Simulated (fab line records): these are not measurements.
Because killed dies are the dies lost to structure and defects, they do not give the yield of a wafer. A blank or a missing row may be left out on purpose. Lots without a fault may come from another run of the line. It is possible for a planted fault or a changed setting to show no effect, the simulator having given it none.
The tool behind it: which one? | flow gf180mcu | 6 lots with 18 wafers sampled at 3 steps, on a route of 602 steps

WHAT EACH GAUGE READ, for each wafer
GF_V3_THK_MEAS_01.
lot  | measured     | on            | V3_CVD_00_THK (nm)
L356 | day 21 16:04 | film metro-03 | 596 601 595
L358 | day 22 11:19 | film metro-01 | 590 604 595
L362 | day 23 19:31 | film metro-02 | 602 604 597
L363 | day 24 00:29 | film metro-01 | 603 594 598
L366 | day 25 07:41 | film metro-01 | 586 590 600
L368 | day 25 19:05 | film metro-01 | 600 600 594

WHAT TOOL EACH LOT RAN ON (gives the tool, then ch and the chambers of the sampled wafers, and finally the start)
lot  | GF_V2_CVD_02                    | GF_V3_CVD_00
L356 | pecvd-03 ch 0,1,2, day 19 12:19 | hdpcvd-01 ch 0,2, day 21 15:58
L358 | pecvd-01 ch 0, day 20 09:22     | hdpcvd-02 ch 0,1, day 22 11:14
L362 | pecvd-03 ch 0,1, day 21 18:40   | hdpcvd-02 ch 0,2, day 23 19:26
L363 | pecvd-01 ch 0,1, day 22 00:04   | hdpcvd-02 ch 0,1, day 24 00:23
L366 | pecvd-03 ch 0,1, day 23 08:56   | hdpcvd-02 ch 0,1,2, day 25 07:35
L368 | pecvd-02 ch 0,1,2, day 23 20:47 | hdpcvd-01 ch 0,1,2, day 25 19:01
- GF_V2_CVD_02: deposits SiO2 from TEOS, target thk 850 nm, time 94.851 s.
- GF_V3_CVD_00: deposits SiO2, target thk 600 nm, time 100 s.

THE ANSWER, worked out from the rows above alone
Rule: the usual values come from the lots themselves. The widest of any qualifying gaps counts: lots, ordered by their means at a reading, are off when they make up no more than a third of the lots, leave a main group of 4 or more, and stand apart from it by 3 or more times the standard deviation of that group's means. Not used: any main group whose means are identical at the precision the tables above print for the reading. A lot without any number at a reading at which 4 lots or more have one is off too. The other lots that the step has rows for count as sound.
None of the lots is off at any reading shown; this tells nothing.

WHAT WAS PUT IN BY THE SIMULATOR
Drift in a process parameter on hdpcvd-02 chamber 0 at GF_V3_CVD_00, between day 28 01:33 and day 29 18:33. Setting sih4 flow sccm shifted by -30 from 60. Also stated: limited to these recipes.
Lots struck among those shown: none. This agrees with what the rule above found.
